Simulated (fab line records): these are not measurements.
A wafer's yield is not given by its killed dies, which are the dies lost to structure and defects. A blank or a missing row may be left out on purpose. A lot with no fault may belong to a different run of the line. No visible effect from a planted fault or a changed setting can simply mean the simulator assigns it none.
fab line records ; flow sfq_line
[record] lots = 14; wafers = 42; last_day = 85
route steps=325 shown C5@248 I6@279 M7@282 I7@296
lots untouched by any fault: they come from a run of this same line in which no faults occurred
start_h: start of the lot's first displayed wafer, in hours after the record's first day ; wait_h: how many hours have passed since the lot's step before this one ; " unchanged from the row above ; L1.1+2: a row that stands for several wafers ; - no value present, or no start provided ; * or withheld: withheld ; < > ~ a bound
route shown NAME@n: a module of which the file shows steps, and the number in the route of the first ; usual: average and standard deviation across the fault-free wafers ; same: alike in all rows ; chamber/n: place in a boat ; sites: readings site by site ; _std_site: the standard deviation of these ; _edge_site: inner sites' mean taken away from outer sites' mean ; radius_mm: for every site, how far away it sits from the centre of the wafer ; mask NAME#n: copy n ; behind: the last tool/chamber to shape the wafer ; hold: why the lot went on hold/how many hours it stayed there/how the hold came to an end ; device: the n, p or np transistor that did not switch ; end of line: tests of these same wafers at the route's end ; a step with no rows: only its recipe ; killed: not the wafer's yield, but the dies lost to structure and defects at the first sort ; map: per-die view of a wafer (x killed, . not killed, _ where there is no die)
set.NAME: the setting that was run; set.NAME@STEP: the one run at that earlier step ; model.NAME: the simulator's own value behind a step, which no gauge read
steps of the route over a sample of lots; a table a step, a row a wafer
services: when a tool's chamber went out of use (start_h, in hours from the record's first day, below 0 if earlier), for how many hours, and the reason
[[steps]]
[step SFQ_TRILAYER_C5_ETCH_VIA_ETCH_154]
[recipe] target = SiO2; mask_material = PR; chemistry = CHF3; target_depth_nm = 84; source_w = 500; bias_w = 80; pressure_mtorr = 30; time_s = withheld; stop_on = Nb
[usual] drypump_motor_current_A = 6.0/0.41; oes_product_au = 0.895/0.0087; rf_fwd_power_W = 495.2/2.3
lot.wafer;tool;chamber;start_h;wait_h;drypump_motor_current_A;oes_product_au;rf_fwd_power_W
L876.2;rie_diel-03;0;1485.86;0.0;6.1;0.892;494.4
L876.4;rie_diel-03;3;1485.86;0.0;6.3;0.886;496.3
L876.5;rie_diel-03;3;1485.86;0.0;6.3;0.896;495.3
L877.3;rie_diel-02;2;1487.06;0.0;5.0;0.883;498.7
L877.4;rie_diel-02;0;1487.06;0.0;5.9;0.891;492.7
L877.6;rie_diel-02;1;1487.06;0.0;6.4;0.905;496.0
L880.2;rie_diel-03;3;1663.17;0.0;6.4;0.896;492.2
L880.3;rie_diel-03;1;1663.17;0.0;6.2;0.907;493.1
L880.4;rie_diel-03;0;1663.17;0.0;6.1;0.904;495.0
L882.1;rie_diel-03;0;1680.97;0.0;6.1;0.889;494.7
L882.2;rie_diel-03;2;1680.97;0.0;5.8;0.893;496.1
L882.6;rie_diel-03;2;1680.97;0.0;5.8;0.886;497.2
L883.1;rie_diel-02;3;1702.48;0.0;5.6;0.892;496.8
L883.4;rie_diel-02;2;1702.48;0.0;5.0;0.896;496.1
L883.6;rie_diel-02;0;1702.48;0.0;5.9;0.882;491.8
L884.1;rie_diel-03;3;1746.88;0.0;6.4;0.884;494.8
L884.3;rie_diel-03;0;1746.88;0.0;6.1;0.895;496.9
L884.4;rie_diel-03;1;1746.88;0.0;6.2;0.900;489.2
L885.1;rie_diel-02;3;1762.48;0.0;5.6;0.881;495.7
L885.2;rie_diel-02;1;1762.48;0.0;6.4;0.893;494.6
L885.3;rie_diel-02;0;1762.48;0.0;5.9;0.896;493.4
L886.1;rie_diel-02;2;1796.08;0.0;5.0;0.883;497.8
L886.5;rie_diel-02;1;1796.08;0.0;6.5;0.903;497.2
L886.6;rie_diel-02;0;1796.08;0.0;5.9;0.896;493.9
L888.1;rie_diel-01;3;1800.88;0.0;5.8;0.892;493.4
L888.4;rie_diel-01;2;1800.88;0.0;5.5;0.906;496.5
L888.6;rie_diel-01;1;1800.88;0.0;6.3;0.902;497.8
L890.2;rie_diel-03;0;1805.68;0.0;6.1;0.901;495.5
L890.4;rie_diel-03;2;1805.68;0.0;5.8;0.905;497.4
L890.5;rie_diel-03;1;1805.68;0.0;6.2;0.891;490.4
L891.2;rie_diel-01;1;1808.08;0.0;6.3;0.896;496.4
L891.3;rie_diel-01;3;1808.08;0.0;5.8;0.901;493.5
L891.6;rie_diel-01;0;1808.08;0.0;6.8;0.902;497.0
L894.2;rie_diel-03;2;1827.06;0.0;5.8;0.894;498.0
L894.3;rie_diel-03;3;1827.06;0.0;6.3;0.899;496.0
L894.4;rie_diel-03;1;1827.06;0.0;6.2;0.909;493.8
L895.2;rie_diel-03;3;1832.24;0.0;6.3;0.885;494.6
L895.5;rie_diel-03;3;1832.24;0.0;6.3;0.909;494.3
L895.6;rie_diel-03;2;1832.24;0.0;5.9;0.916;498.1
L896.1;rie_diel-03;2;1839.57;0.0;5.8;0.886;497.1
L896.3;rie_diel-03;1;1839.57;0.0;6.2;0.900;493.5
L896.4;rie_diel-03;0;1839.57;0.0;6.1;0.912;497.7
[step SFQ_TRILAYER_I6_VIA_STRIP_STRIP_173]
[recipe] gas = O2; power_w = 200; platen_temp_c = 40; overash_fraction = 0.65; chemistry = O2; pressure_mtorr = 50
[usual] drypump_motor_current_A = 5.9/0.52; he_backside_leak_sccm = 3.6/0.36; oes_product_au = 1.001/0.0079
lot.wafer;tool;chamber;start_h;wait_h;drypump_motor_current_A;he_backside_leak_sccm;oes_product_au;rf_hours_counter_h
L876.2;rie_metal-03;0;1743.39;-;6.6;3.4;0.989;29
L876.4;rie_metal-03;0;1743.39;-;6.6;3.5;0.993;-
L876.5;rie_metal-03;1;1743.39;-;6.1;3.5;1.000;-
L877.3;rie_metal-01;1;1745.99;-;6.2;3.5;1.004;-
L877.4;rie_metal-01;0;1745.99;-;5.3;3.4;0.995;-
L877.6;rie_metal-01;0;1745.99;-;5.3;3.3;1.005;-
L880.2;rie_metal-03;0;1821.52;-;6.6;3.5;1.000;39
L880.3;rie_metal-03;1;1821.52;-;6.1;3.6;0.993;-
L880.4;rie_metal-03;0;1821.52;-;6.6;3.6;0.993;-
L882.1;rie_metal-01;0;1831.12;-;5.3;3.1;0.995;2
L882.2;rie_metal-01;1;1831.12;-;6.2;3.6;1.009;96
L882.6;rie_metal-01;1;1831.12;-;6.2;3.6;1.006;-
L883.1;rie_metal-02;0;1832.32;-;6.1;3.6;1.002;135
L883.4;rie_metal-02;0;1832.32;-;6.1;3.3;1.004;-
L883.6;rie_metal-02;1;1832.32;-;5.2;3.9;0.988;-
L884.1;rie_metal-02;0;1876.53;-;6.2;3.3;0.995;143
L884.3;rie_metal-02;0;1876.53;-;6.1;3.4;0.991;-
L884.4;rie_metal-02;1;1876.53;-;5.2;3.9;0.985;-
L885.1;rie_metal-03;0;1896.93;-;6.6;3.6;1.003;51
L885.2;rie_metal-03;1;1896.93;-;6.1;3.5;1.013;63
L885.3;rie_metal-03;1;1896.93;-;6.1;3.4;1.002;-
L886.1;rie_metal-01;0;1913.73;-;5.3;3.2;0.996;14
L886.5;rie_metal-01;0;1913.73;-;5.3;3.1;0.996;-
L886.6;rie_metal-01;1;1913.73;-;6.2;3.5;1.000;-
L888.1;rie_metal-01;0;1918.53;-;5.3;3.2;1.010;14
L888.4;rie_metal-01;1;1918.53;-;6.2;3.6;1.007;-
L888.6;rie_metal-01;0;1918.53;-;5.3;3.2;1.006;-
L890.2;rie_metal-01;1;1924.53;-;6.2;3.5;1.015;110
L890.4;rie_metal-01;0;1924.53;-;5.3;3.3;1.005;-
L890.5;rie_metal-01;0;1924.53;-;5.3;3.3;1.013;-
L891.2;rie_metal-02;1;1925.93;-;5.1;4.4;0.991;-
L891.3;rie_metal-02;1;1925.93;-;5.1;3.7;0.993;-
L891.6;rie_metal-02;1;1925.93;-;5.2;3.8;0.995;-
L894.2;rie_metal-03;0;1938.93;-;6.6;3.7;0.996;59
L894.3;rie_metal-03;0;1938.93;-;6.6;3.6;0.986;-
L894.4;rie_metal-03;1;1938.93;-;6.1;3.5;0.991;-
L895.2;rie_metal-02;0;1945.90;-;6.1;3.1;0.998;0
L895.5;rie_metal-02;1;1945.90;-;5.2;4.1;1.000;-
L895.6;rie_metal-02;0;1945.90;-;6.1;3.2;1.004;-
L896.1;rie_metal-02;1;1951.90;-;5.2;3.9;0.997;128
L896.3;rie_metal-02;1;1951.90;-;5.2;3.7;0.991;-
L896.4;rie_metal-02;0;1951.90;-;6.1;3.2;0.999;-
[step SFQ_TRILAYER_M7_DEP_SPUTTER_175]
[recipe] material = Nb; base_pressure_pa = 1.33e-06; chamber_pressure_pa = 0.1333; substrate_temp_c = 20; target_thk_nm = 200; power_w = 2000; time_s = 133.3
[usual] cathode_dc_power_W = 2000.1/0.4; throttle_valve_pct = 29.6/1.2
lot.wafer;tool;chamber;start_h;wait_h;cathode_dc_power_W;throttle_valve_pct
L876.2;pvd_sputter-03;-;1744.20;0.0;2000.1;31.5
L876.4;pvd_sputter-03;-;1744.20;0.0;2000.0;30.1
L876.5;pvd_sputter-03;-;1744.20;0.0;1999.8;27.4
L877.3;pvd_sputter-05;-;1746.60;0.0;2000.0;31.0
L877.4;pvd_sputter-05;-;1746.60;0.0;1999.8;30.4
L877.6;pvd_sputter-05;-;1746.60;0.0;2000.2;30.4
L880.2;pvd_sputter-06;-;1822.32;0.0;1999.8;29.4
L880.3;pvd_sputter-06;-;1822.32;0.0;1999.6;28.1
L880.4;pvd_sputter-06;-;1822.32;0.0;2000.6;30.2
L882.1;pvd_sputter-03;-;1831.92;0.0;2000.2;30.2
L882.2;pvd_sputter-03;-;1831.92;0.0;1999.2;31.1
L882.6;pvd_sputter-03;-;1831.92;0.0;2000.2;27.4
L883.1;pvd_sputter-03;-;1833.12;0.0;1999.6;27.6
L883.4;pvd_sputter-03;-;1833.12;0.0;1999.7;30.3
L883.6;pvd_sputter-03;-;1833.12;0.0;2000.7;27.4
L884.1;pvd_sputter-05;-;1881.52;4.2;1999.6;30.6
L884.3;pvd_sputter-05;-;1881.52;4.2;1999.9;27.9
L884.4;pvd_sputter-05;-;1881.52;4.2;2000.7;30.9
L885.1;pvd_sputter-05;-;1897.73;0.0;2000.8;31.1
L885.2;pvd_sputter-05;-;1897.73;0.0;2000.2;28.2
L885.3;pvd_sputter-05;-;1897.73;0.0;1999.7;30.4
L886.1;pvd_sputter-05;-;1914.53;0.0;1999.9;30.1
L886.5;pvd_sputter-05;-;1914.53;0.0;2000.0;30.3
L886.6;pvd_sputter-05;-;1914.53;0.0;2000.6;30.2
L888.1;pvd_sputter-06;-;1919.33;0.0;2000.2;28.3
L888.4;pvd_sputter-06;-;1919.33;0.0;1999.2;29.2
L888.6;pvd_sputter-06;-;1919.33;0.0;2000.3;28.1
L890.2;pvd_sputter-03;-;1925.33;0.0;1999.9;29.8
L890.4;pvd_sputter-03;-;1925.33;0.0;2000.3;27.6
L890.5;pvd_sputter-03;-;1925.33;0.0;2000.7;27.5
L891.2;pvd_sputter-05;-;1927.13;0.0;1999.0;31.3
L891.3;pvd_sputter-05;-;1927.13;0.0;1999.8;30.3
L891.6;pvd_sputter-05;-;1927.13;0.0;1999.7;31.2
L894.2;pvd_sputter-05;-;1939.73;0.0;2088.9;30.4
L894.3;pvd_sputter-05;-;1939.73;0.0;1999.7;30.5
L894.4;pvd_sputter-05;-;1939.73;0.0;1999.6;31.3
L895.2;pvd_sputter-06;-;1946.71;0.0;2000.7;28.0
L895.5;pvd_sputter-06;-;1946.71;0.0;2000.5;30.0
L895.6;pvd_sputter-06;-;1946.71;0.0;2000.0;28.7
L896.1;pvd_sputter-05;-;1952.71;0.0;2088.7;30.4
L896.3;pvd_sputter-05;-;1952.71;0.0;1999.6;28.2
L896.4;pvd_sputter-05;-;1952.71;0.0;2000.1;30.3
[step SFQ_M7_RS_MEAS_943]
[recipe] thk_meas_gauge = four-point-probe; reads = Nb_of_TRILAYER_M7_DEP_SPUTTER_175
[usual] M7_NB_RS = 0.891/0.0071
lot.wafer;tool;chamber;start_h;wait_h;M7_NB_RS[ohm/sq]
L876.2;film_metro-01;-;1744.31;0.1;0.885
L876.4;film_metro-01;-;1744.31;0.1;0.892
L876.5;film_metro-01;-;1744.31;0.1;0.879
L877.3;film_metro-03;-;1746.73;0.1;0.888
L877.4;film_metro-03;-;1746.73;0.1;0.895
L877.6;film_metro-03;-;1746.73;0.1;0.885
L880.2;film_metro-03;-;1822.43;0.1;0.891
L880.3;film_metro-03;-;1822.43;0.1;0.897
L880.4;film_metro-03;-;1822.43;0.1;0.891
L882.1;film_metro-04;-;1832.01;0.0;0.889
L882.2;film_metro-04;-;1832.01;0.0;0.892
L882.6;film_metro-04;-;1832.01;0.0;0.884
L883.1;film_metro-03;-;1833.21;0.0;0.883
L883.4;film_metro-03;-;1833.21;0.0;0.885
L883.6;film_metro-03;-;1833.21;0.0;0.889
L884.1;film_metro-04;-;1881.62;0.1;0.885
L884.3;film_metro-04;-;1881.62;0.1;0.879
L884.4;film_metro-04;-;1881.62;0.1;0.880
L885.1;film_metro-03;-;1897.84;0.1;0.879
L885.2;film_metro-03;-;1897.84;0.1;0.887
L885.3;film_metro-03;-;1897.84;0.1;0.895
L886.1;film_metro-04;-;1914.62;0.0;0.887
L886.5;film_metro-04;-;1914.62;0.0;0.897
L886.6;film_metro-04;-;1914.62;0.0;0.885
L888.1;film_metro-03;-;1919.42;0.0;0.902
L888.4;film_metro-03;-;1919.42;0.0;0.887
L888.6;film_metro-03;-;1919.42;0.0;0.898
L890.2;film_metro-04;-;1925.44;0.1;0.896
L890.4;film_metro-04;-;1925.44;0.1;0.886
L890.5;film_metro-04;-;1925.44;0.1;0.884
L891.2;film_metro-01;-;1927.24;0.1;0.881
L891.3;film_metro-01;-;1927.24;0.1;0.900
L891.6;film_metro-01;-;1927.24;0.1;0.884
L894.2;film_metro-03;-;1939.84;0.1;0.851
L894.3;film_metro-03;-;1939.84;0.1;0.882
L894.4;film_metro-03;-;1939.84;0.1;0.874
L895.2;film_metro-04;-;1946.82;0.1;0.886
L895.5;film_metro-04;-;1946.82;0.1;0.888
L895.6;film_metro-04;-;1946.82;0.1;0.885
L896.1;film_metro-01;-;1952.80;0.0;0.841
L896.3;film_metro-01;-;1952.80;0.0;0.882
L896.4;film_metro-01;-;1952.80;0.0;0.879
[step SFQ_TRILAYER_M7_ETCH_METAL_ETCH_180]
[recipe] target = Nb; stop_on = SiO2; mask_material = PR; chemistry = Cl2/Ar; target_depth_nm = 240; icp_w = 600; bias_w = 80; pressure_mtorr = 10; time_s = 120
[usual] drypump_motor_current_A = 5.7/0.61; he_backside_leak_sccm = 3.49/0.29; oes_product_au = 0.894/0.0058; rf_fwd_power_W = 596.7/1.8
lot.wafer;tool;chamber;start_h;wait_h;drypump_motor_current_A;he_backside_leak_sccm;oes_product_au;rf_fwd_power_W;rf_hours_counter_h
L876.2;rie_metal-03;1;1746.81;0.0;6.1;3.56;0.900;597.6;41
L876.4;rie_metal-03;0;1746.81;0.0;6.6;3.39;0.893;596.9;-
L876.5;rie_metal-03;1;1746.81;0.0;6.1;3.60;0.901;596.2;-
L877.3;rie_metal-01;1;1749.26;0.1;6.2;3.65;0.896;593.9;-
L877.4;rie_metal-01;0;1749.26;0.1;5.3;3.38;0.893;596.8;-
L877.6;rie_metal-01;1;1749.26;0.1;6.2;3.65;0.899;593.9;-
L880.2;rie_metal-03;1;1825.06;0.0;6.1;3.49;0.887;594.4;51
L880.3;rie_metal-03;0;1825.06;0.0;6.6;3.34;0.898;596.2;-
L880.4;rie_metal-03;1;1825.06;0.0;6.1;3.52;0.894;596.4;-
L882.1;rie_metal-04;1;1834.79;0.0;5.8;3.35;0.896;594.2;105
L882.2;rie_metal-04;0;1834.79;0.0;4.8;3.52;0.894;599.2;117
L882.6;rie_metal-04;1;1834.79;0.0;5.8;3.17;0.897;596.5;-
L883.1;rie_metal-01;1;1837.19;0.0;6.2;3.74;0.901;596.4;97
L883.4;rie_metal-01;1;1837.19;0.0;6.2;3.67;0.901;593.0;-
L883.6;rie_metal-01;1;1837.19;0.0;6.2;3.66;0.903;597.4;-
L884.1;rie_metal-01;0;1884.27;0.0;5.3;3.12;0.897;600.1;9
L884.3;rie_metal-01;1;1884.27;0.0;6.2;3.65;0.900;596.7;-
L884.4;rie_metal-01;0;1884.27;0.0;5.3;3.07;0.907;595.8;-
L885.1;rie_metal-04;1;1900.36;0.0;5.8;3.48;0.896;596.4;117
L885.2;rie_metal-04;0;1900.36;0.0;4.8;3.53;0.902;597.2;129
L885.3;rie_metal-04;0;1900.36;0.0;4.8;3.40;0.893;595.5;-
L886.1;rie_metal-03;1;1919.31;0.0;6.1;3.56;0.894;597.8;67
L886.5;rie_metal-03;0;1919.31;0.0;6.6;3.61;0.893;598.6;-
L886.6;rie_metal-03;1;1919.31;0.0;6.1;3.41;0.896;596.2;-
L888.1;rie_metal-03;1;1925.31;0.0;6.1;3.61;0.885;597.7;68
L888.4;rie_metal-03;0;1925.31;0.0;6.6;3.42;0.891;596.9;-
L888.6;rie_metal-03;1;1925.31;0.0;6.1;3.65;0.892;596.7;-
L890.2;rie_metal-04;1;1932.61;0.0;5.7;3.28;0.897;591.5;123
L890.4;rie_metal-04;0;1932.61;0.0;4.8;3.32;0.892;597.3;-
L890.5;rie_metal-04;0;1932.61;0.0;4.8;3.34;0.896;595.1;-
L891.2;rie_metal-04;0;1933.81;0.0;4.8;3.73;0.901;599.5;136
L891.3;rie_metal-04;0;1933.81;0.0;4.8;3.47;0.887;595.6;-
L891.6;rie_metal-04;1;1933.81;0.0;5.8;3.41;0.898;594.6;-
L894.2;rie_metal-01;1;1947.31;0.0;6.2;3.66;0.917;596.1;114
L894.3;rie_metal-01;0;1947.31;0.0;5.3;3.34;0.900;597.4;-
L894.4;rie_metal-01;1;1947.31;0.0;6.2;3.60;0.900;596.6;-
L895.2;rie_metal-04;1;1949.32;0.0;5.8;3.17;0.897;595.3;126
L895.5;rie_metal-04;1;1949.32;0.0;5.8;3.13;0.898;594.9;-
L895.6;rie_metal-04;0;1949.32;0.0;4.8;3.77;0.898;595.4;-
L896.1;rie_metal-04;0;1955.32;0.0;4.8;3.39;0.924;599.3;139
L896.3;rie_metal-04;0;1955.32;0.0;4.8;3.39;0.905;595.0;-
L896.4;rie_metal-04;1;1955.32;0.0;5.8;3.22;0.901;595.9;-
[step SFQ_TRILAYER_I7_DEP_PECVD_183]
[recipe] material = SiO2; temp_c = 150; time_s = 111.11; pressure_torr = 2.4; rf_w = 183.3; precursor = SiH4/N2O; target_thk_nm = 500
[usual] heater_power_w = 80/13; rf_fwd_power_W = 182.4/0.57; throttle_valve_pct = 25.1/2.5
lot.wafer;tool;chamber;start_h;wait_h;heater_power_w;rf_fwd_power_W;throttle_valve_pct
L876.2;pecvd-01;2;1747.71;0.0;98;182.3;23.1
L876.4;pecvd-01;1;1747.71;0.0;81;181.9;24.1
L876.5;pecvd-01;2;1747.71;0.0;102;182.5;22.7
L877.3;pecvd-04;1;1750.11;0.0;82;182.3;26.0
L877.4;pecvd-04;2;1750.11;0.0;82;182.8;26.0
L877.6;pecvd-04;1;1750.11;0.0;83;182.8;26.0
L880.2;pecvd-02;1;1825.96;0.0;80;182.1;24.4
L880.3;pecvd-02;0;1825.96;0.0;73;181.7;25.7
L880.4;pecvd-02;2;1825.96;0.0;99;182.2;26.9
L882.1;pecvd-04;2;1835.69;0.0;70;182.4;25.8
L882.2;pecvd-04;0;1835.69;0.0;56;182.6;28.5
L882.6;pecvd-04;2;1835.69;0.0;73;181.9;26.1
L883.1;pecvd-01;1;1838.09;0.0;80;182.7;24.2
L883.4;pecvd-01;1;1838.09;0.0;81;182.7;24.1
L883.6;pecvd-01;2;1838.09;0.0;108;182.2;23.1
L884.1;pecvd-02;1;1885.17;0.0;76;180.7;24.5
L884.3;pecvd-02;2;1885.17;0.0;91;181.6;27.1
L884.4;pecvd-02;2;1885.17;0.0;95;182.5;27.2
L885.1;pecvd-04;2;1901.26;0.0;82;182.7;26.0
L885.2;pecvd-04;1;1901.26;0.0;89;180.9;26.0
L885.3;pecvd-04;0;1901.26;0.0;54;183.7;28.6
L886.1;pecvd-02;0;1920.21;0.0;79;183.3;25.9
L886.5;pecvd-02;0;1920.21;0.0;83;182.5;26.1
L886.6;pecvd-02;1;1920.21;0.0;74;182.0;24.7
L888.1;pecvd-02;1;1926.21;0.0;73;182.1;24.5
L888.4;pecvd-02;2;1926.21;0.0;97;182.9;27.5
L888.6;pecvd-02;1;1926.21;0.0;74;181.6;24.5
L890.2;pecvd-02;1;1933.51;0.0;85;182.7;24.6
L890.4;pecvd-02;1;1933.51;0.0;70;182.2;24.7
L890.5;pecvd-02;2;1933.51;0.0;101;182.5;27.2
L891.2;pecvd-01;0;1934.71;0.0;74;183.2;19.7
L891.3;pecvd-01;2;1934.71;0.0;90;182.4;23.3
L891.6;pecvd-01;0;1934.71;0.0;78;182.8;19.6
L894.2;pecvd-01;1;1948.21;0.0;82;182.8;24.6
L894.3;pecvd-01;2;1948.21;0.0;103;182.2;23.4
L894.4;pecvd-01;0;1948.21;0.0;79;182.6;19.5
L895.2;pecvd-04;1;1950.22;0.0;79;182.2;25.9
L895.5;pecvd-04;2;1950.22;0.0;66;183.0;26.0
L895.6;pecvd-04;0;1950.22;0.0;59;181.9;28.7
L896.1;pecvd-04;2;1956.24;0.0;74;181.4;26.2
L896.3;pecvd-04;0;1956.24;0.0;49;182.5;28.7
L896.4;pecvd-04;2;1956.24;0.0;78;181.5;25.7
[[services]]
tool;chamber;start_h;hours;kind
rie_metal-02;1;1468.06;4.8;repair
rie_metal-02;-;1470.36;1.4;pm
pvd_sputter-05;-;1477.11;2.9;repair
rie_metal-01;-;1489.10;10.0;pm
rie_metal-01;1;1501.29;4.5;repair
rie_metal-04;-;1530.47;1.1;repair
rie_metal-03;0;1532.72;6.4;repair
rie_diel-03;2;1537.57;15.6;repair
pvd_sputter-05;-;1551.62;3.3;repair
rie_diel-03;-;1562.68;2.8;pm
pvd_sputter-05;-;1623.87;4.4;repair
rie_diel-03;-;1626.11;1.5;repair
rie_metal-04;-;1641.42;5.4;repair
pvd_sputter-05;-;1667.29;1.4;repair
rie_diel-03;2;1675.85;2.4;repair
pvd_sputter-05;-;1686.44;9.9;repair
rie_diel-03;2;1711.06;15.9;repair
pvd_sputter-05;-;1747.55;3.6;repair
rie_metal-03;-;1791.84;0.7;repair
rie_metal-03;-;1851.29;4.3;pm
rie_diel-03;2;1865.63;3.1;repair
rie_diel-03;0;1867.66;8.4;repair
rie_diel-03;-;1887.64;0.6;repair
rie_metal-03;-;1915.13;1.9;repair
[[key]]
[first_sign] step = SFQ_TRILAYER_M7_DEP_SPUTTER_175; reading = cathode_dc_power_W; direction = up; sigmas = 99+; usual = 2000.1; struck = 2088.8
[effect] step = SFQ_M7_RS_MEAS_943; reading = M7_NB_RS; direction = down; sigmas = 6.3; usual = 0.891; struck = 0.846
[effect] step = SFQ_TRILAYER_M7_ETCH_METAL_ETCH_180; reading = oes_product_au; direction = up; sigmas = 4.6; usual = 0.894; struck = 0.921
met_at SFQ_TRILAYER_M7_DEP_SPUTTER_175
struck_lots L894,L896
struck_wafers L894.2,L896.1
not_acting_at SFQ_TRILAYER_C5_ETCH_VIA_ETCH_154,SFQ_TRILAYER_I6_VIA_STRIP_STRIP_173,SFQ_TRILAYER_I7_DEP_PECVD_183
onset_between 1927.13 1939.73
[fault] kind = process_parameter_drift; tool = pvd_sputter-05; chamber = -; onset_h = 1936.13; steps = SFQ_TRILAYER_M7_DEP_SPUTTER_175; channel = power_w; offset = 88.432; shape = step; end_h = 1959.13; acts_in = these_recipes_only; stated = 2000; scope = struck_wafers_only
